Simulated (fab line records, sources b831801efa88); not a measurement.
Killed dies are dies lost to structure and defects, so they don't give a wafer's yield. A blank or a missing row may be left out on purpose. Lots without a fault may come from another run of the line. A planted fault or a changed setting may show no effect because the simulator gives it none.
Chamber matching | flow gf180mcu | GF_MIM_CVD_05 on pecvd-01: 3 sister chambers
The step deposits Si3N4, target thk 42 nm, time 29.086 s. 14 wafers are shown with their chamber, then 7 later ones without.

WAFERS WITH THEIR CHAMBER
wafer  | chamber | heater_power_w (W)
L075.1 | 0       | 576
L075.2 | 2       | 903
L075.3 | 1       | 624
L079.2 | 1       | 650
L079.3 | 0       | 618
L079.5 | 2       | 827
L085.3 | 2       | 917
L085.4 | 0       | 600
L085.5 | 2       | 945
L089.1 | 2       | 927
L089.4 | 1       | 620
L089.5 | 2       | 944
L094.1 | 0       | 678
L094.3 | 1       | 640

SIGNATURES (means of the wafers above)
reading        | chamber 0 | chamber 1 | chamber 2 | scatter within a chamber
heater_power_w | 618.00    | 633.50    | 910.50    | 38.1
Rule: a wafer's distance from a chamber is the root of the sum, over the readings, of the square of ((its reading less the chamber's mean) divided by the reading's scatter). The wafer belongs to the nearest chamber; if the next one is less than 2 further off, it can't be placed. The scatter: the root of (the sum of the squares of (reading less its chamber's mean) over the shown wafers, divided by (wafers less chambers)).

WAFERS WITHOUT THEIR CHAMBER
wafer  | heater_power_w (W)
L094.4 | 619
L096.2 | 592
L096.3 | 914
L096.5 | 913
L097.1 | 554
L097.3 | 663
L097.5 | 829

WHICH CHAMBER EACH WENT THROUGH
wafer  | from the rows above     | in truth
L094.4 | can't be placed: 0 or 1 | 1
L096.2 | can't be placed: 0 or 1 | 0
L096.3 | 2                       | 2
L096.5 | 2                       | 2
L097.1 | can't be placed: 0 or 1 | 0
L097.3 | can't be placed: 1 or 0 | 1
L097.5 | 2                       | 2
Placed correctly: 3 of 7. Can't be placed from these rows: 4 (the true chamber is among the candidates in 4). Placed wrongly: 0.
